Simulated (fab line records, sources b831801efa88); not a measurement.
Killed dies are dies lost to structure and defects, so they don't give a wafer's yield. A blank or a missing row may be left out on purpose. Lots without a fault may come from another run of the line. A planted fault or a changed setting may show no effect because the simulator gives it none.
fab line records | flow gf180mcu | part 1 of 2: steps 1 to 26 of 37
record lots=5 wafers=15 last_day=34
route steps=602 shown HV_LDD@223 NSD@235 PSD@248
lots that met no fault: from a run of the same line without faults
start_h: hours from the record's first day to the start of the lot's first wafer shown | wait_h: hours since the lot's step before | " the same as in the row above | L1.1+2: a row that stands for several wafers | - no value, or no start given | * or withheld: withheld | < > ~ a bound
route shown NAME@n: a module of which the file shows steps, and the number in the route of the first | usual: mean/standard deviation of fault-free wafers | same: alike in all rows | chamber/n: place in a boat | sites: the reading at each site | _std_site: their standard deviation | _edge_site: outer sites' mean less inner sites' | radius_mm: how far each site lies from the wafer's centre | mask NAME#n: copy n | behind: the tool/chamber that last shaped the wafer | hold: why the lot was held/for how many hours/how that ended | device: the transistor (n, p or np) that didn't switch | end of line: the same wafers' tests at the end of the route | a step without rows: its recipe alone | killed: dies lost to structure and defects at the first sort, not the wafer's yield | map: a wafer's dies, x killed, . not, _ none there
set.NAME: the setting as run; set.NAME@STEP: as run at that earlier step | model.NAME: the simulator's own value behind a step, which no gauge read
lots at some steps of the route; a table a step, a row a wafer
services: from which hour (start_h, from the record's first day; less than 0 if before it) a tool's chamber was out of use, for how many hours, and why
## steps
# step GF_HV_LDD_OVL_MEAS_47
# usual HV_LDD_03_OVL=0.1/1.5
# columns lot.wafer tool chamber start_h wait_h HV_LDD_03_OVL[nm]
L075.1 overlay-02 - 282.39 0.1 -1.0
L075.3 " - " " -0.9
L075.5 " - " " -0.1
L076.1 overlay-02 - 294.79 0.1 -1.8
L076.3 " - " " -0.9
L076.5 " - " " -3.1
L083.1 overlay-02 - 349.73 0.1 1.0
L083.2 " - " " 1.4
L083.5 " - " " 1.6
L089.1 overlay-01 - 405.08 0.1 0.2
L089.3 " - " " 0.0
L089.4 " - " " -0.2
L093.3 overlay-01 - 438.79 0.1 0.3
L093.4 " - " " -0.8
L093.6 " - " " -0.4
# step GF_HV_LDD_IMPLANT_48
# recipe species=B energy_kev=25 dose_cm2=3e+13 tilt_deg=7
# usual beam_energy_keV=25.001/0.0073 beam_on_s=10.00/0.21
# columns lot.wafer tool chamber start_h wait_h beam_energy_keV beam_on_s
L075.1 implanter-03 0 282.42 0.0 24.995 9.82
L075.3 " 0 " " 25.004 10.12
L075.5 " 0 " " 24.993 9.97
L076.1 implanter-01 0 294.82 0.0 24.998 9.56
L076.3 " 0 " " 24.994 10.04
L076.5 " 0 " " 24.999 10.40
L083.1 implanter-02 0 349.77 0.0 25.006 10.01
L083.2 " 0 " " 25.013 10.38
L083.5 " 0 " " 25.010 10.19
L089.1 implanter-03 0 405.12 0.0 24.994 10.19
L089.3 " 0 " " 25.006 10.05
L089.4 " 0 " " 25.002 9.94
L093.3 implanter-01 0 438.87 0.1 25.005 9.86
L093.4 " 0 " " 24.997 10.11
L093.6 " 0 " " 25.010 9.67
# step GF_HV_LDD_STRIP_49
# recipe chemistry=O2/N2 power_w=1400 pressure_mtorr=1500 platen_temp_c=250 o2_flow_sccm=3000 n2_flow_sccm=300 overash_fraction=0.5
# usual drypump_motor_current_A=5.8/0.41 heater_power_w=328/19 o2_flow_sccm=3002/9.7 oes_product_au=0.716/0.0045 strip_time_to_endpoint_s=12.62/0.035
# columns lot.wafer tool chamber start_h wait_h drypump_motor_current_A heater_power_w o2_flow_sccm oes_product_au rf_hours_counter_h strip_time_to_endpoint_s
L075.1 plasma_asher-01 1 282.57 0.1 6.0 321 3010 0.719 46 12.62
L075.3 " 1 " " 6.0 324 3001 0.725 - 12.62
L075.5 " 1 " " 6.0 314 3012 0.709 - 12.64
L076.1 plasma_asher-04 0 294.97 0.1 5.3 310 3000 0.724 63 12.66
L076.3 " 1 " " 6.0 352 3005 0.711 - 12.65
L076.5 " 1 " " 6.0 351 2996 0.713 - 12.64
L083.1 plasma_asher-04 1 349.92 0.1 6.0 351 2992 0.711 70 12.61
L083.2 " 0 " " 5.3 318 3016 0.720 70 12.64
L083.5 " 1 " " 6.0 340 2998 0.717 - 12.63
L089.1 plasma_asher-01 1 405.27 0.1 6.0 316 3027 0.717 60 12.62
L089.3 " 1 " " 6.1 318 3011 0.716 - 12.59
L089.4 " 0 " " 6.3 351 3028 0.714 - 12.61
L093.3 plasma_asher-01 1 439.00 0.1 6.0 314 2991 0.723 - 12.62
L093.4 " 0 " " 6.3 338 2986 0.711 - 12.57
L093.6 " 1 " " 6.0 309 2988 0.714 - 12.58
# step GF_HV_LDD_TW_MEAS_50
# usual HV_LDD_4_TW=568/5.4
# columns lot.wafer tool chamber start_h wait_h HV_LDD_4_TW
L075.1 film_metro-04 - 282.67 0.1 560
L075.3 " - " " 565
L075.5 " - " " 564
L076.1 film_metro-04 - 295.14 0.1 560
L076.3 " - " " 561
L076.5 " - " " 562
L083.1 film_metro-02 - 350.02 0.1 569
L083.2 " - " " 570
L083.5 " - " " 568
L089.1 film_metro-04 - 405.37 0.1 565
L089.3 " - " " 563
L089.4 " - " " 565
L093.3 film_metro-04 - 439.09 0.1 559
L093.4 " - " " 557
L093.6 " - " " 559
# step GF_HV_LDD_CLEAN_51
# recipe chemistry=SC1/SC2 mix=1:4:20 temp_c=70 time_s=150 dry=n2_spin
# columns lot.wafer tool chamber start_h wait_h
L075.1+3+5 wet_bench-04 2 282.73 0.1
L076.1+3+5 wet_bench-04 0 295.20 0.1
L083.1+2+5 wet_bench-03 1 350.08 0.1
L089.1+3+4 wet_bench-04 2 405.43 0.1
L093.3+4+6 wet_bench-02 0 439.13 0.0
# step GF_HV_LDD_RTA_52
# recipe temp_c=1000 time_s=10 ambient=N2
# usual lamp_power_pct=29.7/1.5 wafer_temp_C_max=1004.0/1
# columns lot.wafer tool chamber start_h wait_h lamp_power_pct wafer_temp_C_max
L075.1 rtp_anneal-02 0 282.78 0.0 27.6 1004.2
L075.3 " 0 " " 27.6 1003.1
L075.5 " 0 " " 27.7 1003.5
L076.1 rtp_anneal-01 0 295.25 0.0 30.7 1004.0
L076.3 " 0 " " 30.7 1003.6
L076.5 " 0 " " 30.7 1004.2
L083.1 rtp_anneal-02 0 350.13 0.0 27.6 1002.4
L083.2 " 0 " " 27.6 1002.5
L083.5 " 0 " " 27.6 1004.0
L089.1 rtp_anneal-01 0 405.48 0.0 30.7 1004.1
L089.3 " 0 " " 30.7 1005.3
L089.4 " 0 " " 30.7 1003.3
L093.3 rtp_anneal-02 0 439.20 0.0 27.6 1003.2
L093.4 " 0 " " 27.6 1002.5
L093.6 " 0 " " 27.6 1003.9
# step GF_HV_LDD_RS_MEAS_53
# recipe thk_meas_gauge=four-point-probe
# usual HV_LDD_RS=418.2/0.93
# columns lot.wafer tool chamber start_h wait_h HV_LDD_RS[ohm/sq]
L075.1 film_metro-02 - 282.85 0.1 417.7
L075.3 " - " " 419.6
L075.5 " - " " 420.2
L076.1 film_metro-01 - 295.31 0.1 418.2
L076.3 " - " " 417.3
L076.5 " - " " 417.4
L083.1 film_metro-02 - 350.19 0.1 417.4
L083.2 " - " " 417.7
L083.5 " - " " 418.1
L089.1 film_metro-01 - 405.55 0.1 419.8
L089.3 " - " " 419.2
L089.4 " - " " 418.2
L093.3 film_metro-02 - 439.28 0.1 417.7
L093.4 " - " " 417.7
L093.6 " - " " 418.0
# step GF_HV_LDD_CVD_54
# recipe material=SiO2 target_thk_nm=10 precursor=TEOS temp_c=680 time_s=75 pressure_mtorr=400
# usual spike_tc_lower_C=680.2/1.1 zone_power_top_pct=22.5/0.48
# columns lot.wafer tool chamber start_h wait_h spike_tc_lower_C zone_power_top_pct
L075.1 lpcvd-01 1 282.97 0.1 680.0 23.6
L075.3 " 1 " " 680.7 23.2
L075.5 " 1 " " 680.6 23.7
L076.1 lpcvd-01 0 295.43 0.1 682.8 22.0
L076.3 " 0 " " 682.5 22.3
L076.5 " 0 " " 680.2 22.0
L083.1 lpcvd-02 1 352.35 2.1 679.1 22.6
L083.2 " 1 " " 680.9 22.5
L083.5 " 1 " " 682.0 22.5
L089.1 lpcvd-02 1 405.68 0.1 680.8 22.5
L089.3 " 1 " " 680.7 22.6
L089.4 " 1 " " 681.8 23.1
L093.3 lpcvd-01 0 439.76 0.5 680.4 22.0
L093.4 " 0 " " 680.8 22.6
L093.6 " 0 " " 681.1 22.4
# step GF_HV_LDD_THK_MEAS_55
# recipe reads=SiO2_of_HV_LDD_CVD_54
# usual HV_LDD_CVD_54_THK=9.98/0.14
# columns lot.wafer tool chamber start_h wait_h HV_LDD_CVD_54_THK[nm]
L075.1 film_metro-01 - 283.99 0.0 10.00
L075.3 " - " " 10.02
L075.5 " - " " 9.98
L076.1 film_metro-02 - 296.46 0.0 10.06
L076.3 " - " " 10.02
L076.5 " - " " 10.12
L083.1 film_metro-02 - 353.37 0.0 10.04
L083.2 " - " " 10.09
L083.5 " - " " 10.00
L089.1 film_metro-02 - 406.70 0.0 9.91
L089.3 " - " " 9.92
L089.4 " - " " 10.08
L093.3 film_metro-04 - 440.80 0.0 10.38
L093.4 " - " " 10.19
L093.6 " - " " 10.24
# step GF_HV_LDD_CVD_56
# recipe material=Si3N4 precursor=DCS/NH3 target_thk_nm=90 temp_c=770 time_s=1543 pressure_mtorr=250
# usual spike_tc_lower_C=769.9/1.2 zone_power_top_pct=27.0/0.54
# columns lot.wafer tool chamber start_h wait_h spike_tc_lower_C zone_power_top_pct
L075.1 lpcvd-01 0 284.05 0.1 771.0 26.5
L075.3 " 0 " " 769.7 26.9
L075.5 " 0 " " 772.5 27.0
L076.1 lpcvd-01 1 297.79 1.3 771.1 28.2
L076.3 " 1 " " 769.4 28.6
L076.5 " 1 " " 770.7 28.0
L083.1 lpcvd-02 0 355.35 2.0 769.6 27.2
L083.2 " 0 " " 768.2 26.2
L083.5 " 0 " " 767.1 26.5
L089.1 lpcvd-01 1 406.76 0.1 771.3 27.5
L089.3 " 1 " " 770.4 28.0
L089.4 " 1 " " 772.7 28.0
L093.3 lpcvd-02 1 440.84 0.0 771.1 26.9
L093.4 " 1 " " 771.6 26.6
L093.6 " 1 " " 770.7 27.0
# step GF_HV_LDD_THK_MEAS_57
# recipe reads=Si3N4_of_HV_LDD_CVD_56
# usual HV_LDD_CVD_56_THK=89.8/0.75
# columns lot.wafer tool chamber start_h wait_h HV_LDD_CVD_56_THK[nm]
L075.1 film_metro-04 - 285.48 0.0 90.2
L075.3 " - " " 89.6
L075.5 " - " " 89.8
L076.1 film_metro-02 - 299.22 0.0 89.9
L076.3 " - " " 90.4
L076.5 " - " " 90.3
L083.1 film_metro-01 - 356.78 0.0 90.1
L083.2 " - " " 89.7
L083.5 " - " " 90.4
L089.1 film_metro-02 - 408.90 0.0 90.1
L089.3 " - " " 92.0
L089.4 " - " " 90.8
L093.3 film_metro-01 - 442.29 0.0 89.7
L093.4 " - " " 89.5
L093.6 " - " " 90.6
# step GF_HV_LDD_ETCHBACK_58
# recipe chemistry=CH3F/O2 target=Si3N4 stop_on=SiO2 source_w=400 bias_w=80 pressure_mtorr=25 ch3f_flow_sccm=40 O2_flow_sccm=30 time_s=100 target_depth_a=900
# usual drypump_motor_current_A=5.8/0.5 oes_product_au=0.842/0.0059 rf_fwd_power_W=398.2/1.2 throttle_valve_pct=10.561/0.0092
# columns lot.wafer tool chamber start_h wait_h drypump_motor_current_A oes_product_au rf_fwd_power_W rf_hours_counter_h throttle_valve_pct
L075.1 rie_diel-02 1 285.54 0.1 5.8 0.841 397.9 4 10.565
L075.3 " 2 " " 5.9 0.837 397.2 82 10.564
L075.5 " 0 " " 5.5 0.841 401.9 - 10.564
L076.1 rie_diel-03 3 299.28 0.1 5.7 0.843 399.1 22 10.558
L076.3 " 1 " " 6.1 0.831 399.2 1 10.561
L076.5 " 3 " " 5.7 0.843 398.1 - 10.555
L083.1 rie_diel-02 2 356.84 0.1 5.9 0.842 397.3 84 10.550
L083.2 " 3 " " 6.0 0.846 397.3 7 10.566
L083.5 " 2 " " 5.9 0.843 397.4 - 10.565
L089.1 rie_diel-01 1 408.96 0.1 6.6 0.845 398.7 27 10.546
L089.3 " 3 " " 5.8 0.852 399.0 5 10.534
L089.4 " 2 " " 5.2 0.845 400.9 27 10.562
L093.3 rie_diel-01 0 442.33 0.0 5.0 0.843 395.1 21 10.571
L093.4 " 3 " " 5.8 0.840 397.9 5 10.561
L093.6 " 1 " " 6.6 0.838 400.3 - 10.550
# step GF_NSD_DEHYDRATE_00
# recipe temp_c=200 time_s=60
# columns lot.wafer tool chamber start_h wait_h
L075.1+3+5 litho_track-03 0 294.80 9.2
L076.1+3+5 litho_track-02 0 308.94 9.6
L083.1+2+5 litho_track-03 0 367.55 10.7
L089.1+3+4 litho_track-03 0 419.95 11.0
L093.3+4+6 litho_track-03 0 453.79 11.4
# step GF_NSD_HMDS_01
# recipe prime_time_s=60 prime_temp_c=120
# usual prime_temp_c=119.99/0.13
# columns lot.wafer tool chamber start_h wait_h prime_temp_c
L075.1 litho_track-03 0 294.95 0.1 119.95
L075.3 " 0 " " 119.92
L075.5 " 0 " " 120.05
L076.1 litho_track-02 0 309.09 0.1 120.17
L076.3 " 0 " " 120.00
L076.5 " 0 " " 119.97
L083.1 litho_track-03 0 367.70 0.1 120.01
L083.2 " 0 " " 119.94
L083.5 " 0 " " 119.91
L089.1 litho_track-03 0 420.10 0.1 119.87
L089.3 " 0 " " 119.86
L089.4 " 0 " " 119.76
L093.3 litho_track-03 0 453.94 0.1 120.03
L093.4 " 0 " " 119.95
L093.6 " 0 " " 119.79
# step GF_NSD_COAT_02
# recipe resist=NOVOLAK spin_rpm=3000 resist_thk_nm=1000
# columns lot.wafer tool chamber start_h wait_h
L075.1+3+5 litho_track-03 0 295.10 0.1
L076.1+3+5 litho_track-02 0 309.24 0.1
L083.1+2+5 litho_track-03 0 367.85 0.1
L089.1+3+4 litho_track-03 0 420.25 0.1
L093.3+4+6 litho_track-03 0 454.09 0.1
# step GF_NSD_SOFTBAKE_03
# recipe temp_c=90 time_s=60 resist=NOVOLAK
# columns lot.wafer tool chamber start_h wait_h
L075.1+3+5 litho_track-03 0 295.25 0.1
L076.1+3+5 litho_track-02 0 309.39 0.1
L083.1+2+5 litho_track-03 0 368.00 0.1
L089.1+3+4 litho_track-03 0 420.40 0.1
L093.3+4+6 litho_track-03 0 454.24 0.1
# step GF_NSD_EXPOSE_04
# recipe mask_id=Nplus target_cd_nm=400 na=0.6 source_shape=conventional sigma_outer=0.6 dose_mj=140
# usual stage_vel_mm_s=499.96/0.19
# columns lot.wafer tool chamber start_h wait_h mask stage_vel_mm_s
L075.1 iline_stepper-02 0 - - Nplus#0 500.16
L075.3 " 0 " " Nplus#0 500.36
L075.5 " 0 " " Nplus#0 500.19
L076.1 iline_stepper-02 0 - - Nplus#0 500.18
L076.3 " 0 " " Nplus#0 499.83
L076.5 " 0 " " Nplus#0 499.75
L083.1 iline_stepper-01 0 - - Nplus#0 499.90
L083.2 " 0 " " Nplus#0 500.23
L083.5 " 0 " " Nplus#0 500.09
L089.1 iline_stepper-02 0 - - Nplus#0 500.14
L089.3 " 0 " " Nplus#0 499.80
L089.4 " 0 " " Nplus#0 499.97
L093.3 iline_stepper-02 0 - - Nplus#0 500.15
L093.4 " 0 " " Nplus#0 499.99
L093.6 " 0 " " Nplus#0 499.98
# step GF_NSD_PEB_05
# recipe temp_c=withheld time_s=* resist=NOVOLAK
# columns lot.wafer tool chamber start_h wait_h
L075.1+3+5 litho_track-02 0 - -
L076.1+3+5 litho_track-03 0 - -
L083.1+2+5 litho_track-02 0 - -
L089.1+3+4 litho_track-01 0 - -
L093.3+4+6 litho_track-03 0 - -
# step GF_NSD_DEVELOP_06
# recipe develop_time_s=60 dev_temp_c=23
# columns lot.wafer tool chamber start_h wait_h
L075.1+3+5 litho_track-02 0 304.59 0.1
L076.1+3+5 litho_track-03 0 320.15 0.1
L083.1+2+5 litho_track-02 0 379.19 0.1
L089.1+3+4 litho_track-01 0 431.71 0.1
L093.3+4+6 litho_track-03 0 466.69 0.1
# step GF_NSD_CD_MEAS_07
# recipe target_cd_nm=400
# usual cd_nm=400.7/2
# columns lot.wafer tool chamber start_h wait_h cd_nm
L075.1 cd_sem-02 - 304.74 0.1 404.8
L075.3 " - " " 402.3
L075.5 " - " " 401.8
L076.1 cd_sem-02 - 320.30 0.1 401.1
L076.3 " - " " 399.4
L076.5 " - " " 402.2
L083.1 cd_sem-01 - 379.34 0.1 399.0
L083.2 " - " " 396.5
L083.5 " - " " 398.7
L089.1 cd_sem-01 - 431.86 0.1 397.2
L089.3 " - " " 399.4
L089.4 " - " " 399.5
L093.3 cd_sem-01 - 466.83 0.1 402.5
L093.4 " - " " 402.5
L093.6 " - " " 402.3
# step GF_NSD_OVL_MEAS_08
# usual NSD_OVL=-0.4/1.5
# columns lot.wafer tool chamber start_h wait_h NSD_OVL[nm]
L075.1 overlay-01 - 304.86 0.1 -0.3
L075.3 " - " " 1.5
L075.5 " - " " 0.9
L076.1 overlay-01 - 320.42 0.1 4.2
L076.3 " - " " 0.1
L076.5 " - " " 2.7
L083.1 overlay-01 - 379.46 0.1 -1.7
L083.2 " - " " -1.4
L083.5 " - " " -1.3
L089.1 overlay-01 - 431.98 0.1 1.3
L089.3 " - " " 1.9
L089.4 " - " " 3.1
L093.3 overlay-01 - 466.93 0.1 3.2
L093.4 " - " " 1.9
L093.6 " - " " 0.8
# step GF_NSD_IMPLANT_09
# recipe species=As energy_kev=60 dose_cm2=4e+15 tilt_deg=7
# usual beam_energy_keV=59.997/0.02 beam_on_s=17.1/1.1
# columns lot.wafer tool chamber start_h wait_h beam_energy_keV beam_on_s
L075.1 implanter-04 0 304.90 0.0 60.020 16.7
L075.3 " 0 " " 59.995 16.2
L075.5 " 0 " " 60.003 16.5
L076.1 implanter-02 0 320.45 0.0 60.015 16.6
L076.3 " 0 " " 60.010 16.7
L076.5 " 0 " " 59.991 16.6
L083.1 implanter-02 0 379.50 0.0 59.987 16.9
L083.2 " 0 " " 59.988 16.7
L083.5 " 0 " " 60.001 16.4
L089.1 implanter-04 0 432.02 0.0 60.032 16.0
L089.3 " 0 " " 59.976 16.4
L089.4 " 0 " " 60.035 16.5
L093.3 implanter-02 0 467.00 0.1 59.978 16.7
L093.4 " 0 " " 60.011 16.9
L093.6 " 0 " " 60.004 17.1
# step GF_NSD_IMPLANT_10
# recipe species=P energy_kev=40 dose_cm2=5e+14 tilt_deg=7
# usual beam_energy_keV=40.001/0.011 beam_on_s=9.99/0.22
# columns lot.wafer tool chamber start_h wait_h beam_energy_keV beam_on_s
L075.1 implanter-04 0 305.05 0.1 39.997 10.12
L075.3 " 0 " " 40.013 9.97
L075.5 " 0 " " 40.004 9.90
L076.1 implanter-02 0 320.60 0.1 39.995 10.03
L076.3 " 0 " " 40.005 10.08
L076.5 " 0 " " 40.005 10.30
L083.1 implanter-02 0 379.65 0.1 40.015 9.96
L083.2 " 0 " " 39.982 9.71
L083.5 " 0 " " 40.006 10.10
L089.1 implanter-04 0 432.17 0.1 39.989 9.87
L089.3 " 0 " " 39.989 10.53
L089.4 " 0 " " 40.007 9.67
L093.3 implanter-02 0 467.15 0.1 39.982 10.14
L093.4 " 0 " " 39.996 9.76
L093.6 " 0 " " 39.993 10.03
# step GF_NSD_STRIP_11
# recipe chemistry=O2/N2 power_w=1400 pressure_mtorr=1500 platen_temp_c=250 o2_flow_sccm=3000 n2_flow_sccm=300 overash_fraction=0.5
# usual drypump_motor_current_A=5.4/0.45 heater_power_w=320/30 o2_flow_sccm=3000/9.6 oes_product_au=0.487/0.0044 strip_time_to_endpoint_s=22.97/0.042
# columns lot.wafer tool chamber start_h wait_h drypump_motor_current_A heater_power_w o2_flow_sccm oes_product_au rf_hours_counter_h strip_time_to_endpoint_s
L075.1 plasma_asher-02 0 305.20 0.1 4.7 290 3001 0.491 67 22.93
L075.3 " 1 " " 5.5 370 2993 0.487 - 22.99
L075.5 " 0 " " 4.7 287 3008 0.484 - 23.01
L076.1 plasma_asher-01 1 320.75 0.1 6.1 312 3009 0.486 51 22.97
L076.3 " 0 " " 6.3 342 3008 0.489 - 23.01
L076.5 " 0 " " 6.3 350 2995 0.487 - 23.00
L083.1 plasma_asher-03 1 379.80 0.1 5.6 288 3001 0.485 25 22.85
L083.2 " 0 " " 5.2 327 2988 0.476 25 22.89
L083.5 " 0 " " 5.2 328 2978 0.490 - 22.85
L089.1 plasma_asher-03 1 432.32 0.1 5.6 293 2981 0.484 30 22.96
L089.3 " 0 " " 5.2 322 3003 0.484 - 22.92
L089.4 " 1 " " 5.6 288 3001 0.487 - 22.93
L093.3 plasma_asher-01 0 467.28 0.1 6.3 349 3010 0.495 - 22.98
L093.4 " 1 " " 6.1 313 3009 0.487 - 22.94
L093.6 " 1 " " 6.1 315 3008 0.483 - 22.95
# step GF_NSD_TW_MEAS_12
# usual NSD_TW=4250/40
# columns lot.wafer tool chamber start_h wait_h NSD_TW
L075.1 film_metro-02 - 305.30 0.1 4267
L075.3 " - " " 4271
L075.5 " - " " 4281
L076.1 film_metro-04 - 320.85 0.1 4217
L076.3 " - " " 4205
L076.5 " - " " 4223
L083.1 film_metro-03 - 379.90 0.1 4265
L083.2 " - " " 4248
L083.5 " - " " 4277
L089.1 film_metro-04 - 432.42 0.1 4174
L089.3 " - " " 4180
L089.4 " - " " 4194
L093.3 film_metro-02 - 467.37 0.1 4249
L093.4 " - " " 4275
L093.6 " - " " 4271
# step GF_PSD_DEHYDRATE_00
# recipe temp_c=200 time_s=60
# columns lot.wafer tool chamber start_h wait_h
L075.1+3+5 litho_track-01 0 315.41 10.1
L076.1+3+5 litho_track-04 0 329.96 9.1
L083.1+2+5 litho_track-04 0 391.26 11.4
L089.1+3+4 litho_track-04 0 443.31 10.9
L093.3+4+6 litho_track-02 0 478.84 11.5
